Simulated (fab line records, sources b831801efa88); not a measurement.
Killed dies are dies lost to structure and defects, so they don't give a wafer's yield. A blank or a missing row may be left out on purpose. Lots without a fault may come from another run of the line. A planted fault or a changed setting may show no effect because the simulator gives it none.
Which tool did it? | flow sky130 | 13 lots, 39 wafers sampled, at 3 steps of a route of 708

WHAT THE GAUGES READ, wafer by wafer
SKY_CONTACT_RS_MEAS_25: measures by four-point-probe. Usual: CONTACT_W_RS 0.341 ohm/sq, standard deviation 0.0032.
lot  | measured     | on            | CONTACT_W_RS (ohm/sq)               | flag
L363 | day 31 17:12 | film_metro-04 | 0.342 0.338 0.342                   |
L366 | day 33 21:01 | film_metro-01 | 0.341 0.340 0.341                   |
L371 | day 34 12:15 | film_metro-01 | 0.345 0.344 0.343                   |
L372 | day 34 17:42 | film_metro-01 | 0.339 0.343 0.342                   |
L373 | day 35 02:37 | film_metro-02 | 0.343 0.339 0.343                   |
L374 | day 35 08:33 | film_metro-01 | 0.342 0.338 0.452 0.342 0.339 0.452 | OFF
L375 | day 35 11:59 | film_metro-02 | 0.338 0.337 0.334                   |
L376 | day 36 00:05 | film_metro-04 | 0.445 0.336 0.338 0.445 0.337 0.338 | OFF
L377 | day 36 10:23 | film_metro-01 | 0.340 0.342 0.453 0.341 0.342 0.454 | OFF
L378 | day 37 01:32 | film_metro-02 | 0.343 0.343 0.344                   |
L382 | day 38 00:16 | film_metro-02 | 0.342 0.343 0.342                   |
L381 | day 38 01:10 | film_metro-01 | 0.348 0.347 0.345                   |
L385 | day 38 19:38 | film_metro-04 | 0.349 0.344 0.342                   |

SKY_CONTACT_THK_MEAS_26: measures by xrf. Usual: CONTACT_W_THK 331 nm, standard deviation 3.7.
lot  | measured     | on            | CONTACT_W_THK (nm)      | flag
L363 | day 31 17:19 | film_metro-04 | 329 335 331             |
L366 | day 33 21:08 | film_metro-01 | 333 335 334             |
L371 | day 34 12:22 | film_metro-01 | 325 327 326             |
L372 | day 34 17:49 | film_metro-01 | 330 329 329             |
L373 | day 35 02:44 | film_metro-02 | 328 331 328             |
L374 | day 35 11:53 | film_metro-01 | 332 334 252 331 336 253 | OFF
L375 | day 35 12:05 | film_metro-02 | 333 334 341             |
L376 | day 36 03:51 | film_metro-04 | 255 336 335 255 335 336 | OFF
L377 | day 36 12:04 | film_metro-01 | 331 331 249 331 330 250 | OFF
L378 | day 37 01:39 | film_metro-02 | 327 327 329             |
L382 | day 38 00:23 | film_metro-02 | 326 329 329             |
L381 | day 38 01:17 | film_metro-01 | 322 328 326             |
L385 | day 38 19:46 | film_metro-04 | 326 332 332             |

WHICH TOOL RAN EACH LOT (tool, then ch and the chambers of the sampled wafers, then the start)
lot  | SKY_CONTACT_CVD_24
L363 | cvd_w-01 ch 0,1, day 31 17:05
L366 | cvd_w-01 ch 0,1, day 33 20:53
L371 | cvd_w-01 ch 0,1, day 34 12:07
L372 | cvd_w-01 ch 0,1, day 34 17:35
L373 | cvd_w-02 ch 0,1, day 35 02:29
L374 | cvd_w-01 ch 0,1, day 35 08:26
L375 | cvd_w-02 ch 0,1, day 35 11:51
L376 | cvd_w-01 ch 0,1, day 35 23:58
L377 | cvd_w-01 ch 0,1, day 36 10:16
L378 | cvd_w-02 ch 0,1, day 37 01:25
L382 | cvd_w-02 ch 0,1, day 38 00:10
L381 | cvd_w-02 ch 0,1, day 38 01:03
L385 | cvd_w-02 ch 0,1, day 38 19:32
- SKY_CONTACT_CVD_24: deposits W, target thk 340 nm, time 102.12 s.

WHAT THE TOOLS THEMSELVES READ (means of the sampled wafers that have a number; where no wafer has one, the mark that the record gives instead)
SKY_CONTACT_CVD_24. Usual: heater_power_w 851 W, standard deviation 95; susceptor_temp_C 399.99 C, standard deviation 0.24.
lot  | tool     | heater_power_w (W) | susceptor_temp_C (C) | flag
L363 | cvd_w-01 | 896                | 400.23               |
L366 | cvd_w-01 | 818                | 399.89               |
L371 | cvd_w-01 | 826                | 399.85               |
L372 | cvd_w-01 | 899                | 399.88               |
L373 | cvd_w-02 | 819                | 400.00               |
L374 | cvd_w-01 | 830                | 400.12               |
L375 | cvd_w-02 | 882                | 399.72               |
L376 | cvd_w-01 | 819                | 399.99               |
L377 | cvd_w-01 | 813                | 399.88               |
L378 | cvd_w-02 | 806                | 400.10               |
L382 | cvd_w-02 | 820                | 399.94               |
L381 | cvd_w-02 | 821                | 400.04               |
L385 | cvd_w-02 | 827                | 400.22               |

THE ANSWER, worked out from the rows above alone
Rule: a lot is off if the mean of its wafers that have a number lies more than 3 standard deviations from the usual mean. A lot without any number at a reading at which 4 lots or more have one is off too. The other lots that the step has rows for count as sound. The gauges are gone through in route order, then the tools' own readings, and for those a lot's mean is taken as printed above. The first step at which some lot is off is used, and at that step the reading that is off furthest; a lot without a number counts as furthest.
Off: L374, L376, L377, at SKY_CONTACT_RS_MEAS_25 (CONTACT_W_RS).
A tool fits if, at a process step before that reading, it ran every lot that is off, and no sound lot after the first of them. The gauges at SKY_CONTACT_RS_MEAS_25 are tried like those tools. One fits: cvd_w-01 at SKY_CONTACT_CVD_24. Its last sound lot is L372 (day 34 17:35), its first lot that is off L374 (day 35 08:26): a fault that began between those two fits.

WHAT THE SIMULATOR HAD PUT IN
Process parameter drift: cvd_w-01, from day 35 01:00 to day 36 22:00, at SKY_CONTACT_CVD_24. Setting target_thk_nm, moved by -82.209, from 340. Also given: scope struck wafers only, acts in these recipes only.
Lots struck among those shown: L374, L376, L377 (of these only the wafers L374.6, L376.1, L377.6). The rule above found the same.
